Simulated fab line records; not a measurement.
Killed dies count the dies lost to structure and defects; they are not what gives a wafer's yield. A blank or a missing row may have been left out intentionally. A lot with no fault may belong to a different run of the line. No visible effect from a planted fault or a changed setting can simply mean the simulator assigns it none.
A single fault, viewed from 2 desks + flow gf180mcu + each desk holds nothing but its own numbers, with what lay behind them at the end

== FOR THE TOOL OWNER'S DESK: cmp-02 ==
The tool's own readings at GF_CONTACT_CMP_27 (polishes, stops on SiO2, t overpolish 15 s, target thk 0 nm): means of the sampled wafers that have a number, for each lot that ran on this tool. If a lot's mean is further than 4 standard deviations from the usual mean, the lot is out of limits and carries the mark OUT (the distance appears in the brackets).
Columns: A = motor_current_A at GF_CONTACT_CMP_27, usual 10.8 A; B = overpolish_run_s at GF_CONTACT_CMP_27, usual 15.000 s; C = retaining_ring_pressure_frac at GF_CONTACT_CMP_27, usual 1.000; D = slurry_flow_ml_min at GF_CONTACT_CMP_27, usual 150.0; E = time_to_endpoint_s at GF_CONTACT_CMP_27, usual 72 s
| lot  | first seen here | A    | B      | C     | D     | E  |
|------|-----------------|------|--------|-------|-------|----|
| L127 | day 16 03:05    | 11.1 | 15.003 | 0.999 | 149.9 | 69 |
| L128 | day 16 06:42    | 12.7 | 14.990 | 1.002 | 150.1 | 73 |
| L132 | day 18 04:29    | 10.6 | 15.004 | 0.999 | 150.3 | 73 |
| L139 | day 21 06:58    | 10.6 | 14.998 | 0.999 | 149.5 | 73 |
| L144 | day 22 16:35    | 11.1 | 14.993 | 1.000 | 150.1 | 71 |
| L145 | day 22 21:20    | 10.5 | 15.001 | 1.002 | 150.0 | 67 |
| L147 | day 23 07:09    | 10.6 | 14.996 | 0.998 | 150.2 | 69 |
| L148 | day 23 11:27    | 9.5  | 14.999 | 0.999 | 149.6 | 72 |
Result from this desk: across the 8 lots, nothing is out of limits.

== METROLOGY DESK ==
What the gauges read, lot by lot, whatever tool the lot ran on: means of the sampled wafers that have a number. If a lot's mean is further than 4 standard deviations from the usual mean, the lot is out of limits and carries the mark OUT (the distance appears in the brackets).
Columns: A = MIM_ALCU_RS at GF_MIM_RS_MEAS_10, usual 0.1597 ohm/sq; B = V5_BOW at GF_V5_BOW_MEAS_05, usual 135 um
| lot  | first seen here | A      | B   |
|------|-----------------|--------|-----|
| L127 | day 24 10:11    | 0.1616 | 134 |
| L128 | day 24 13:43    | 0.1618 | 128 |
| L132 | day 26 09:41    | 0.1578 | 138 |
| L133 | day 26 15:59    | 0.1597 | 134 |
| L134 | day 27 00:14    | 0.1612 | 140 |
| L139 | day 29 00:15    | 0.1594 | 136 |
| L140 | day 29 03:30    | 0.1583 | 118 |
| L142 | day 29 15:04    | 0.1609 | 138 |
| L144 | day 30 02:39    | 0.1593 | 143 |
| L145 | day 30 07:29    | 0.1602 | 120 |
| L147 | day 30 14:46    | 0.1595 | 142 |
| L148 | day 30 18:44    | 0.1602 | 143 |
| L150 | day 31 08:11    | 0.1603 | 127 |
Result from this desk: across the 13 lots, nothing is out of limits.

== TAKEN TOGETHER ==
The tool owner's desk saw nothing out of limits.
Nothing out of limits was seen by the metrology desk.

== WHAT THE SIMULATOR PUT IN ==
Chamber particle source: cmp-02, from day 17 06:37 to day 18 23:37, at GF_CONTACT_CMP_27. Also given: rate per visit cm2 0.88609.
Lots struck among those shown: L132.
